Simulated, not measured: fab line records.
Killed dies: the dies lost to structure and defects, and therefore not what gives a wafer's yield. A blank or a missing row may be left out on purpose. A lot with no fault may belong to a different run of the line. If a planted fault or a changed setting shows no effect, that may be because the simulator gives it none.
8D (eight disciplines) problem report, filled in by code / flow sky130 / the parts of the form that need people (team, actions taken, sign-off) are left out

## 1. THE ISSUE
Mean of rfFwdPowerW at SKY_VIA2_ETCH_14: 575.6 W across 6 wafers in 2 lots; on wafers with no fault it is 495.1 W (standard deviation 1.7). Relative to the usual mean, that is a shift of +47 standard deviations.
The step: etches BARC in N2/H2, stops on SiO2, time 45.9 s, target depth 60 nm.
The first sign was on wafer L408.2 at day 42 01:17, on rieDiel-01. Wafers with a number at this step in the record: 18, from 6 lots. The rule behind "out" and "out of limits": a value lying over 4 standard deviations away from the usual mean. Any other wafer with a number is counted as sound.

## 2. WHAT IT IS; WHAT IT IS NOT
question=which readings at this step | is=rfFwdPowerW | is not=drypumpMotorCurrentA, throttleValvePct
question=which lots | is=L408, L410 | is not=L394, L396, L407, L413
question=which wafers of those lots | is=all that have a number | is not=-
question=read on which tools | is=rieDiel-01 | is not=rieDiel-02, rieDiel-03
question=when | is=from day 42 01:17 | is not=up to then (9 sound wafers); but 3 sound wafers of L413 came after

## 3. THE SUSPECTS, EACH WITH WHAT RULES IT OUT
Counting: any tool at a process step up to the reading is kept as a suspect provided that every lot that is out went through it and no sound lot did after the first of them.
- rieDiel-01 at SKY_VIA2_ETCH_14 (etches BARC in N2/H2, stops on SiO2, time 45.9 s, target depth 60 nm): kept. All lots that are out passed through it, beginning with L408 at day 42 01:17, and no sound lot followed; its final sound lot before that point was L396 at day 38 08:32. Its own readings are out on those wafers: rfFwdPowerW.
After counting, what remains is rieDiel-01 at SKY_VIA2_ETCH_14.

## 4. THE CAUSE (what the simulator had put in)
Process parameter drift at SKY_VIA2_ETCH_14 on rieDiel-01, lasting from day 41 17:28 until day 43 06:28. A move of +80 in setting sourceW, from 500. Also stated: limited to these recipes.
The count eliminated every tool but this one.

## 5. THE EFFECT CHAIN, in route order
Each row: a reading where the mean over the struck wafers with a number is more than 3 standard deviations away from the usual. Only readings whose record carries a usual standard deviation are examined. hours: median over the lots of the time between each lot's start at the first step of this table that gives one and its start at this step. sigmas: the change, counted in usual standard deviations.
hours=0; step=SKY_VIA2_ETCH_14; reading=rfFwdPowerW; usual=495.1 W; on struck wafers=575.6; change=+80.5; sigmas=+47
Process steps it contains:
- SKY_VIA2_ETCH_14: etches BARC in N2/H2, stops on SiO2, time 45.9 s, target depth 60 nm.

## 6. WHAT WOULD HAVE CAUGHT IT SOONER
8 hours passed between the start of the fault at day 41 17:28 and the first reading out of limits in this record, taken at day 42 01:17.
